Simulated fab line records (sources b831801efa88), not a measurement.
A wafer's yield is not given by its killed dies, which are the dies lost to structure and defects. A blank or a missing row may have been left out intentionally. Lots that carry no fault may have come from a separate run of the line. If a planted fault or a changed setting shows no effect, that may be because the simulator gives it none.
Which tool was responsible? / flow sky130 / 13 lots with 39 wafers sampled at 5 steps, on a route of 708 steps

## WHAT THE GAUGES READ, wafer by wafer
The record holds no reading of a measuring or inspecting step that can be judged against a usual standard deviation.

## TOOL THAT RAN EACH LOT (tool first, then ch and the chambers of the sampled wafers, then the start)
lot=L628; SKY_CONTACT_STRIP_20=wet-bench-02 ch 1, day 32 08:50; SKY_METAL1_DESCUM_17=rie-metal-01 ch 0,1, day 33 13:17; SKY_VIA2_CVD_21=cvd-w-02 ch 0,1, day 37 03:11; SKY_METAL3_SPUTTER_00=pvd-sputter-01, day 37 03:47; SKY_PAD_OPEN_PROBE_99=-
lot=L629; SKY_CONTACT_STRIP_20=wet-bench-01 ch 3, day 32 17:29; SKY_METAL1_DESCUM_17=rie-metal-02 ch 0, day 33 22:08; SKY_VIA2_CVD_21=cvd-w-01 ch 0,1, day 37 16:04; SKY_METAL3_SPUTTER_00=pvd-sputter-01, day 37 16:40; SKY_PAD_OPEN_PROBE_99=prober-01, day 47 02:02
lot=L631; SKY_CONTACT_STRIP_20=wet-bench-03 ch 0, day 33 07:06; SKY_METAL1_DESCUM_17=rie-metal-03 ch 0,1, day 34 11:54; SKY_VIA2_CVD_21=cvd-w-01 ch 0,1, day 38 02:14; SKY_METAL3_SPUTTER_00=pvd-sputter-01, day 38 02:47; SKY_PAD_OPEN_PROBE_99=-
lot=L632; SKY_CONTACT_STRIP_20=wet-bench-03 ch 3, day 34 02:32; SKY_METAL1_DESCUM_17=rie-metal-02 ch 0,1, day 35 07:11; SKY_VIA2_CVD_21=cvd-w-01 ch 0,1, day 38 22:39; SKY_METAL3_SPUTTER_00=pvd-sputter-01, day 38 23:16; SKY_PAD_OPEN_PROBE_99=-
lot=L633; SKY_CONTACT_STRIP_20=wet-bench-03 ch 1, day 34 08:29; SKY_METAL1_DESCUM_17=rie-metal-01 ch 0, day 35 12:56; SKY_VIA2_CVD_21=cvd-w-01 ch 0,1, day 39 03:06; SKY_METAL3_SPUTTER_00=pvd-sputter-01, day 39 04:18; SKY_PAD_OPEN_PROBE_99=-
lot=L635; SKY_CONTACT_STRIP_20=wet-bench-02 ch 2, day 34 18:27; SKY_METAL1_DESCUM_17=rie-metal-03 ch 0,1, day 35 22:57; SKY_VIA2_CVD_21=cvd-w-02 ch 0, day 39 12:14; SKY_METAL3_SPUTTER_00=pvd-sputter-01, day 39 12:58; SKY_PAD_OPEN_PROBE_99=-
lot=L637; SKY_CONTACT_STRIP_20=wet-bench-03 ch 2, day 35 12:06; SKY_METAL1_DESCUM_17=rie-metal-01 ch 0,1, day 36 16:51; SKY_VIA2_CVD_21=cvd-w-02 ch 0,1, day 40 05:16; SKY_METAL3_SPUTTER_00=pvd-sputter-04, day 40 05:52; SKY_PAD_OPEN_PROBE_99=-
lot=L640; SKY_CONTACT_STRIP_20=wet-bench-02 ch 3, day 36 10:27; SKY_METAL1_DESCUM_17=rie-metal-01 ch 0,1, day 37 14:52; SKY_VIA2_CVD_21=cvd-w-02 ch 0,1, day 41 00:21; SKY_METAL3_SPUTTER_00=pvd-sputter-01, day 41 00:55; SKY_PAD_OPEN_PROBE_99=-
lot=L642; SKY_CONTACT_STRIP_20=wet-bench-02 ch 1, day 36 16:08; SKY_METAL1_DESCUM_17=rie-metal-03 ch 0,1, day 37 20:41; SKY_VIA2_CVD_21=cvd-w-01 ch 0,1, day 41 07:53; SKY_METAL3_SPUTTER_00=pvd-sputter-01, day 41 08:29; SKY_PAD_OPEN_PROBE_99=-
lot=L641; SKY_CONTACT_STRIP_20=wet-bench-01 ch 0, day 36 17:17; SKY_METAL1_DESCUM_17=rie-metal-01 ch 0,1, day 37 22:36; SKY_VIA2_CVD_21=cvd-w-01 ch 0,1, day 41 09:54; SKY_METAL3_SPUTTER_00=pvd-sputter-04, day 41 10:31; SKY_PAD_OPEN_PROBE_99=-
lot=L648; SKY_CONTACT_STRIP_20=wet-bench-03 ch 0, day 38 05:53; SKY_METAL1_DESCUM_17=rie-metal-03 ch 0,1, day 39 09:14; SKY_VIA2_CVD_21=cvd-w-01 ch 0,1, day 42 16:32; SKY_METAL3_SPUTTER_00=pvd-sputter-01, day 42 17:22; SKY_PAD_OPEN_PROBE_99=prober-02, day 50 22:06
lot=L649; SKY_CONTACT_STRIP_20=wet-bench-02 ch 1, day 38 11:41; SKY_METAL1_DESCUM_17=rie-metal-01 ch 0,1, day 39 15:43; SKY_VIA2_CVD_21=cvd-w-01 ch 0,1, day 42 23:20; SKY_METAL3_SPUTTER_00=pvd-sputter-02, day 42 23:54; SKY_PAD_OPEN_PROBE_99=prober-01, day 51 02:28
lot=L651; SKY_CONTACT_STRIP_20=wet-bench-01 ch 3, day 39 06:16; SKY_METAL1_DESCUM_17=rie-metal-03 ch 0,1, day 40 09:22; SKY_VIA2_CVD_21=cvd-w-02 ch 0,1, day 43 17:16; SKY_METAL3_SPUTTER_00=pvd-sputter-04, day 43 18:04; SKY_PAD_OPEN_PROBE_99=-
- SKY_CONTACT_STRIP_20: strips in post etch residue remover, time 1200 s.
- SKY_METAL1_DESCUM_17: chemistry O2, time 8 s.
- SKY_VIA2_CVD_21: deposits W, target thk 420 nm, time 126.4 s.
- SKY_METAL3_SPUTTER_00: material Ti, target thk 15 nm, time 10 s.
- SKY_PAD_OPEN_PROBE_99

## AS READ BY THE TOOLS THEMSELVES (means over the sampled wafers that have a number; for cases with no such wafer, the mark the record gives instead)
SKY_CONTACT_STRIP_20.
lot=L628; tool=wet-bench-02; bath-guard-temp-C (C)=73.7; bath-heat-duty-pct (%)=13.4
lot=L629; tool=wet-bench-01; bath-guard-temp-C (C)=72.5; bath-heat-duty-pct (%)=14.9
lot=L631; tool=wet-bench-03; bath-guard-temp-C (C)=72.7; bath-heat-duty-pct (%)=14.3
lot=L632; tool=wet-bench-03; bath-guard-temp-C (C)=73.3; bath-heat-duty-pct (%)=14.8
lot=L633; tool=wet-bench-03; bath-guard-temp-C (C)=71.8; bath-heat-duty-pct (%)=13.4
lot=L635; tool=wet-bench-02; bath-guard-temp-C (C)=72.1; bath-heat-duty-pct (%)=18.3
lot=L637; tool=wet-bench-03; bath-guard-temp-C (C)=72.7; bath-heat-duty-pct (%)=16.0
lot=L640; tool=wet-bench-02; bath-guard-temp-C (C)=73.2; bath-heat-duty-pct (%)=13.2
lot=L642; tool=wet-bench-02; bath-guard-temp-C (C)=73.6; bath-heat-duty-pct (%)=14.4
lot=L641; tool=wet-bench-01; bath-guard-temp-C (C)=72.5; bath-heat-duty-pct (%)=13.6
lot=L648; tool=wet-bench-03; bath-guard-temp-C (C)=-; bath-heat-duty-pct (%)=-
lot=L649; tool=wet-bench-02; bath-guard-temp-C (C)=-; bath-heat-duty-pct (%)=-
lot=L651; tool=wet-bench-01; bath-guard-temp-C (C)=72.7; bath-heat-duty-pct (%)=14.5

SKY_METAL1_DESCUM_17.
lot=L628; tool=rie-metal-01; drypump-motor-current-A (A)=5.4; oes-product-au (a.u.)=1.004
lot=L629; tool=rie-metal-02; drypump-motor-current-A (A)=5.9; oes-product-au (a.u.)=1.000
lot=L631; tool=rie-metal-03; drypump-motor-current-A (A)=5.9; oes-product-au (a.u.)=0.992
lot=L632; tool=rie-metal-02; drypump-motor-current-A (A)=6.1; oes-product-au (a.u.)=1.005
lot=L633; tool=rie-metal-01; drypump-motor-current-A (A)=6.4; oes-product-au (a.u.)=1.019
lot=L635; tool=rie-metal-03; drypump-motor-current-A (A)=6.0; oes-product-au (a.u.)=0.990
lot=L637; tool=rie-metal-01; drypump-motor-current-A (A)=5.9; oes-product-au (a.u.)=1.011
lot=L640; tool=rie-metal-01; drypump-motor-current-A (A)=5.9; oes-product-au (a.u.)=1.003
lot=L642; tool=rie-metal-03; drypump-motor-current-A (A)=6.0; oes-product-au (a.u.)=0.994
lot=L641; tool=rie-metal-01; drypump-motor-current-A (A)=5.9; oes-product-au (a.u.)=1.010
lot=L648; tool=rie-metal-03; drypump-motor-current-A (A)=5.9; oes-product-au (a.u.)=0.999
lot=L649; tool=rie-metal-01; drypump-motor-current-A (A)=5.9; oes-product-au (a.u.)=1.011
lot=L651; tool=rie-metal-03; drypump-motor-current-A (A)=6.0; oes-product-au (a.u.)=0.995

SKY_VIA2_CVD_21.
lot=L628; tool=cvd-w-02; heater-power-w (W)=842
lot=L629; tool=cvd-w-01; heater-power-w (W)=852
lot=L631; tool=cvd-w-01; heater-power-w (W)=857
lot=L632; tool=cvd-w-01; heater-power-w (W)=771
lot=L633; tool=cvd-w-01; heater-power-w (W)=859
lot=L635; tool=cvd-w-02; heater-power-w (W)=781
lot=L637; tool=cvd-w-02; heater-power-w (W)=798
lot=L640; tool=cvd-w-02; heater-power-w (W)=825
lot=L642; tool=cvd-w-01; heater-power-w (W)=779
lot=L641; tool=cvd-w-01; heater-power-w (W)=859
lot=L648; tool=cvd-w-01; heater-power-w (W)=857
lot=L649; tool=cvd-w-01; heater-power-w (W)=790
lot=L651; tool=cvd-w-02; heater-power-w (W)=808

SKY_METAL3_SPUTTER_00.
lot=L628; tool=pvd-sputter-01; throttle-valve-pct (%)=30.2
lot=L629; tool=pvd-sputter-01; throttle-valve-pct (%)=28.8
lot=L631; tool=pvd-sputter-01; throttle-valve-pct (%)=29.1
lot=L632; tool=pvd-sputter-01; throttle-valve-pct (%)=28.5
lot=L633; tool=pvd-sputter-01; throttle-valve-pct (%)=29.6
lot=L635; tool=pvd-sputter-01; throttle-valve-pct (%)=28.9
lot=L637; tool=pvd-sputter-04; throttle-valve-pct (%)=31.5
lot=L640; tool=pvd-sputter-01; throttle-valve-pct (%)=29.4
lot=L642; tool=pvd-sputter-01; throttle-valve-pct (%)=28.7
lot=L641; tool=pvd-sputter-04; throttle-valve-pct (%)=31.1
lot=L648; tool=pvd-sputter-01; throttle-valve-pct (%)=28.8
lot=L649; tool=pvd-sputter-02; throttle-valve-pct (%)=29.9
lot=L651; tool=pvd-sputter-04; throttle-valve-pct (%)=30.7

SKY_PAD_OPEN_PROBE_99.
lot=L629 tool=prober-01 killed_at_M0_to_M3=41 killed_at_M4_up=4.7 killed-at-contacts=28 killed-at-front-end=15 killed-at-other=0.7 killed-dies=89 killed-open=45 killed-short=44
lot=L648 tool=prober-02 killed_at_M0_to_M3=32 killed_at_M4_up=2.0 killed-at-contacts=24 killed-at-front-end=26 killed-at-other=0.0 killed-dies=84 killed-open=50 killed-short=33
lot=L649 tool=prober-01 killed_at_M0_to_M3=36 killed_at_M4_up=5.0 killed-at-contacts=25 killed-at-front-end=12 killed-at-other=0.0 killed-dies=78 killed-open=40 killed-short=38

## THE ANSWER, worked out from the rows above alone
Rule: what is usual is taken from the lots themselves. Put in order of their means at a reading, lots are off if they are a third of the lots or fewer, leave a main group of 4 or more, and stand apart from it by a gap of 3 or more times the standard deviation of the main group's means; of several such gaps the widest counts. A main group whose means are all the same, to the digits that the tables above print for the reading, isn't used. Also off: a lot with no number at a reading for which 4 or more lots have one. Where the step has rows for the other lots, those lots are counted as sound. Order of review: gauges by route order, followed by the tools' own readings, for which a lot's mean as printed above is used. At the first step where some lot is off, the reading lying furthest off is the one used; lots without a number count as furthest.
Off: L648, L649, at SKY_CONTACT_STRIP_20 (bath-guard-temp-C). Without a number there: L648, L649. The main group: mean 72.8 C, standard deviation 0.57.
If a tool, at that step or one of the process steps before it, ran each lot that is off and ran no sound lot following the first of them, it fits. Not one of the candidates tried fits.

## WHAT THE SIMULATOR PUT IN
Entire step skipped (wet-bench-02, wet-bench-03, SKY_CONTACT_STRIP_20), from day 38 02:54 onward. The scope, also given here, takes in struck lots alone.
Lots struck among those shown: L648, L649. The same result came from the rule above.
